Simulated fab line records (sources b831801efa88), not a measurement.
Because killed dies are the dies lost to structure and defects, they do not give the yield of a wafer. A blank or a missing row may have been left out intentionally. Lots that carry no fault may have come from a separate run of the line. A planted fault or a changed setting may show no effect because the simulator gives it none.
Which tool was responsible? :: flow sky130 :: 11 lots, 33 wafers sampled, at 5 steps of a route of 708

WHAT THE GAUGES READ, wafer by wafer
SKY_VIA3_THK_MEAS_01. Usual: VIA3_HDPCVD_THK gives 1644 nm (standard deviation 14).
lot: L307
measured: day 38 13:32
on: film-metro-01
VIA3_HDPCVD_THK (nm): 1657 1646 1633
flag: 

lot: L308
measured: day 39 05:29
on: film-metro-02
VIA3_HDPCVD_THK (nm): 1641 1648 1639
flag: 

lot: L310
measured: day 39 19:46
on: film-metro-04
VIA3_HDPCVD_THK (nm): 1658 1665 1646
flag: 

lot: L311
measured: day 39 20:39
on: film-metro-02
VIA3_HDPCVD_THK (nm): 1655 1650 1646
flag: 

lot: L312
measured: day 41 05:26
on: film-metro-04
VIA3_HDPCVD_THK (nm): 3312 3300 3283
flag: OFF

lot: L313
measured: day 40 22:49
on: film-metro-02
VIA3_HDPCVD_THK (nm): 1621 1606 1627
flag: 

lot: L314
measured: day 41 01:01
on: film-metro-02
VIA3_HDPCVD_THK (nm): 1622 1632 1620
flag: 

lot: L322
measured: day 43 06:58
on: film-metro-01
VIA3_HDPCVD_THK (nm): 3303 3286 3286
flag: OFF

lot: L323
measured: day 43 07:53
on: film-metro-01
VIA3_HDPCVD_THK (nm): 1646 1660 1663
flag: 

lot: L324
measured: day 43 17:29
on: film-metro-02
VIA3_HDPCVD_THK (nm): 1646 1634 1649
flag: 

lot: L329
measured: day 44 20:16
on: film-metro-01
VIA3_HDPCVD_THK (nm): 1659 1646 1650
flag: 

SKY_VIA3_BOW_MEAS_03. Usual: VIA3_BOW gives 81 um (standard deviation 7.8).
lot: L307
measured: day 38 13:53
on: film-metro-04
VIA3_BOW (um): 76 83 86
flag: 

lot: L308
measured: day 39 05:51
on: film-metro-01
VIA3_BOW (um): 87 87 85
flag: 

lot: L310
measured: day 39 20:08
on: film-metro-01
VIA3_BOW (um): 82 68 73
flag: 

lot: L311
measured: day 39 21:01
on: film-metro-04
VIA3_BOW (um): 79 71 67
flag: 

lot: L312
measured: day 41 05:49
on: film-metro-02
VIA3_BOW (um): 87 76 89
flag: 

lot: L313
measured: day 40 23:10
on: film-metro-02
VIA3_BOW (um): 87 82 64
flag: 

lot: L314
measured: day 41 01:24
on: film-metro-01
VIA3_BOW (um): 75 80 81
flag: 

lot: L322
measured: day 43 07:20
on: film-metro-02
VIA3_BOW (um): 61 82 65
flag: 

lot: L323
measured: day 43 08:15
on: film-metro-04
VIA3_BOW (um): 78 76 78
flag: 

lot: L324
measured: day 43 17:59
on: film-metro-04
VIA3_BOW (um): 83 87 88
flag: 

lot: L329
measured: day 44 20:37
on: film-metro-01
VIA3_BOW (um): 86 97 88
flag: 

WHAT TOOL EACH LOT RAN ON (gives the tool, then ch and the chambers of the sampled wafers, and finally the start)
lot: L307
SKY_CAPM_METAL_ETCH_13: rie-metal-02 ch 0,1, day 37 11:08
SKY_VIA3_HDPCVD_00: hdpcvd-02 ch 1,2, day 38 13:22
SKY_VIA3_CMP_02: cmp-02 ch 0,1,2, day 38 13:41

lot: L308
SKY_CAPM_METAL_ETCH_13: rie-metal-01 ch 0,1, day 38 02:48
SKY_VIA3_HDPCVD_00: hdpcvd-01 ch 1,2, day 39 05:18
SKY_VIA3_CMP_02: cmp-02 ch 2,3, day 39 05:35

lot: L310
SKY_CAPM_METAL_ETCH_13: rie-metal-02 ch 0,1, day 38 17:40
SKY_VIA3_HDPCVD_00: hdpcvd-01 ch 0,1,2, day 39 19:35
SKY_VIA3_CMP_02: cmp-01 ch 0,1,2, day 39 19:55

lot: L311
SKY_CAPM_METAL_ETCH_13: rie-metal-01 ch 0, day 38 18:33
SKY_VIA3_HDPCVD_00: hdpcvd-02 ch 0,1, day 39 20:29
SKY_VIA3_CMP_02: cmp-02 ch 0,1,3, day 39 20:46

lot: L312
SKY_CAPM_METAL_ETCH_13: rie-metal-01 ch 0,1, day 39 11:49
SKY_VIA3_HDPCVD_00: hdpcvd-02 ch 0,1, day 40 13:46
SKY_VIA3_CMP_02: cmp-01 ch 1,2, day 41 05:29

lot: L313
SKY_CAPM_METAL_ETCH_13: rie-metal-01 ch 0,1, day 39 20:41
SKY_VIA3_HDPCVD_00: hdpcvd-01 ch 0,1, day 40 22:38
SKY_VIA3_CMP_02: cmp-01 ch 0,2, day 40 22:52

lot: L314
SKY_CAPM_METAL_ETCH_13: rie-metal-02 ch 0,1, day 39 23:25
SKY_VIA3_HDPCVD_00: hdpcvd-01 ch 0,1, day 41 00:50
SKY_VIA3_CMP_02: cmp-02 ch 0,1,2, day 41 01:04

lot: L322
SKY_CAPM_METAL_ETCH_13: rie-metal-03 ch 0,1, day 42 05:09
SKY_VIA3_HDPCVD_00: hdpcvd-01 ch 0,1,2, day 43 06:28
SKY_VIA3_CMP_02: cmp-01 ch 0,1, day 43 07:05

lot: L323
SKY_CAPM_METAL_ETCH_13: rie-metal-01 ch 0,1, day 42 05:59
SKY_VIA3_HDPCVD_00: hdpcvd-02 ch 0,1,2, day 43 07:44
SKY_VIA3_CMP_02: cmp-02 ch 1,2,3, day 43 07:57

lot: L324
SKY_CAPM_METAL_ETCH_13: rie-metal-01 ch 0, day 42 16:24
SKY_VIA3_HDPCVD_00: hdpcvd-02 ch 0,1, day 43 17:19
SKY_VIA3_CMP_02: cmp-02 ch 1,2,3, day 43 17:41

lot: L329
SKY_CAPM_METAL_ETCH_13: rie-metal-02 ch 0,1, day 43 19:50
SKY_VIA3_HDPCVD_00: hdpcvd-02 ch 0,2, day 44 20:06
SKY_VIA3_CMP_02: cmp-01 ch 0,1,3, day 44 20:19
- SKY_CAPM_METAL_ETCH_13: etches TiN in Cl2/BCl3, stops on SiO2, target depth 220 nm, time 62.9 s.
- SKY_VIA3_HDPCVD_00: deposits SiO2, target thk 1635 nm, time 272.5 s.
- SKY_VIA3_CMP_02: polishes SiO2.

WHAT THE TOOLS THEMSELVES READ (means of the sampled wafers that have a number; where no wafer has one, the mark that the record gives instead)
SKY_CAPM_METAL_ETCH_13. Usual: drypump-motor-current-A 5.5 A, standard deviation 0.51; mfc-cl2-sccm 59.98 sccm, standard deviation 0.2; oes-product-au 0.943 a.u., standard deviation 0.0083; rf-fwd-power-W 893.7 W, standard deviation 2.9; throttle-valve-pct 21.901 %, standard deviation 0.0098.
lot: L307
tool: rie-metal-02
drypump-motor-current-A (A): 5.9
mfc-cl2-sccm (sccm): 60.01
oes-product-au (a.u.): 0.932
rf-fwd-power-W (W): 892.5
throttle-valve-pct (%): 21.907
flag: 

lot: L308
tool: rie-metal-01
drypump-motor-current-A (A): 5.0
mfc-cl2-sccm (sccm): 59.95
oes-product-au (a.u.): 0.939
rf-fwd-power-W (W): 894.7
throttle-valve-pct (%): 21.903
flag: 

lot: L310
tool: rie-metal-02
drypump-motor-current-A (A): 6.1
mfc-cl2-sccm (sccm): 59.94
oes-product-au (a.u.): 0.953
rf-fwd-power-W (W): 889.7
throttle-valve-pct (%): 21.894
flag: 

lot: L311
tool: rie-metal-01
drypump-motor-current-A (A): 4.9
mfc-cl2-sccm (sccm): 59.95
oes-product-au (a.u.): 0.939
rf-fwd-power-W (W): 895.0
throttle-valve-pct (%): 21.897
flag: 

lot: L312
tool: rie-metal-01
drypump-motor-current-A (A): 5.1
mfc-cl2-sccm (sccm): 60.08
oes-product-au (a.u.): 0.939
rf-fwd-power-W (W): 892.7
throttle-valve-pct (%): 21.894
flag: 

lot: L313
tool: rie-metal-01
drypump-motor-current-A (A): 5.2
mfc-cl2-sccm (sccm): 59.88
oes-product-au (a.u.): 0.946
rf-fwd-power-W (W): 891.3
throttle-valve-pct (%): 21.896
flag: 

lot: L314
tool: rie-metal-02
drypump-motor-current-A (A): 6.1
mfc-cl2-sccm (sccm): 60.10
oes-product-au (a.u.): 0.937
rf-fwd-power-W (W): 892.0
throttle-valve-pct (%): 21.903
flag: 

lot: L322
tool: rie-metal-03
drypump-motor-current-A (A): 6.1
mfc-cl2-sccm (sccm): 59.99
oes-product-au (a.u.): 0.951
rf-fwd-power-W (W): 894.1
throttle-valve-pct (%): 21.899
flag: 

lot: L323
tool: rie-metal-01
drypump-motor-current-A (A): 5.1
mfc-cl2-sccm (sccm): 60.08
oes-product-au (a.u.): 0.947
rf-fwd-power-W (W): 894.2
throttle-valve-pct (%): 21.894
flag: 

lot: L324
tool: rie-metal-01
drypump-motor-current-A (A): 4.9
mfc-cl2-sccm (sccm): 60.16
oes-product-au (a.u.): 0.948
rf-fwd-power-W (W): 893.8
throttle-valve-pct (%): 21.904
flag: 

lot: L329
tool: rie-metal-02
drypump-motor-current-A (A): 5.9
mfc-cl2-sccm (sccm): 59.93
oes-product-au (a.u.): 0.935
rf-fwd-power-W (W): 894.3
throttle-valve-pct (%): 21.914
flag: 

SKY_VIA3_HDPCVD_00. Usual: pressure-mtorr reads 5.998 mTorr (standard deviation 0.014).
lot: L307
tool: hdpcvd-02
pressure-mtorr (mTorr): 5.996
flag: 

lot: L308
tool: hdpcvd-01
pressure-mtorr (mTorr): 6.010
flag: 

lot: L310
tool: hdpcvd-01
pressure-mtorr (mTorr): 5.992
flag: 

lot: L311
tool: hdpcvd-02
pressure-mtorr (mTorr): 5.999
flag: 

lot: L312
tool: hdpcvd-02
pressure-mtorr (mTorr): 6.002
flag: 

lot: L313
tool: hdpcvd-01
pressure-mtorr (mTorr): 5.998
flag: 

lot: L314
tool: hdpcvd-01
pressure-mtorr (mTorr): 5.989
flag: 

lot: L322
tool: hdpcvd-01
pressure-mtorr (mTorr): 5.996
flag: 

lot: L323
tool: hdpcvd-02
pressure-mtorr (mTorr): 5.992
flag: 

lot: L324
tool: hdpcvd-02
pressure-mtorr (mTorr): 6.002
flag: 

lot: L329
tool: hdpcvd-02
pressure-mtorr (mTorr): 5.996
flag: 

SKY_VIA3_CMP_02. Usual: motor-current-A 11.4 A, standard deviation 1.1; platen-rpm 60.00 rpm, standard deviation 0.04.
lot: L307
tool: cmp-02
motor-current-A (A): 11.0
platen-rpm (rpm): 59.98
flag: 

lot: L308
tool: cmp-02
motor-current-A (A): 11.4
platen-rpm (rpm): 59.98
flag: 

lot: L310
tool: cmp-01
motor-current-A (A): 11.2
platen-rpm (rpm): 60.01
flag: 

lot: L311
tool: cmp-02
motor-current-A (A): 11.8
platen-rpm (rpm): 59.99
flag: 

lot: L312
tool: cmp-01
motor-current-A (A): 10.2
platen-rpm (rpm): 60.00
flag: 

lot: L313
tool: cmp-01
motor-current-A (A): 12.3
platen-rpm (rpm): 60.00
flag: 

lot: L314
tool: cmp-02
motor-current-A (A): 11.2
platen-rpm (rpm): 59.98
flag: 

lot: L322
tool: cmp-01
motor-current-A (A): 11.8
platen-rpm (rpm): 60.01
flag: 

lot: L323
tool: cmp-02
motor-current-A (A): 11.0
platen-rpm (rpm): 59.97
flag: 

lot: L324
tool: cmp-02
motor-current-A (A): 10.8
platen-rpm (rpm): 60.04
flag: 

lot: L329
tool: cmp-01
motor-current-A (A): 11.6
platen-rpm (rpm): 59.97
flag: 

THE ANSWER, worked out from the rows above alone
Rule: lot off if the mean of its wafers having a number is beyond 3 standard deviations from the usual mean. A lot without any number at a reading at which 4 lots or more have one is off too. Any other lot the step has rows for is counted as sound. First the gauges in route order, then the tools' own readings, where a lot's mean is used as printed above. At the first step where some lot is off, the reading lying furthest off is the one used; lots without a number count as furthest.
Off: L312, L322, at SKY_VIA3_THK_MEAS_01 (VIA3_HDPCVD_THK).
A tool fits if, at a process step before that reading, it ran every lot that is off, and no sound lot after the first of them. Those tools and the gauges at SKY_VIA3_THK_MEAS_01 are tried in the same way. Not one of the candidates tried fits.

WHAT WAS PUT IN BY THE SIMULATOR
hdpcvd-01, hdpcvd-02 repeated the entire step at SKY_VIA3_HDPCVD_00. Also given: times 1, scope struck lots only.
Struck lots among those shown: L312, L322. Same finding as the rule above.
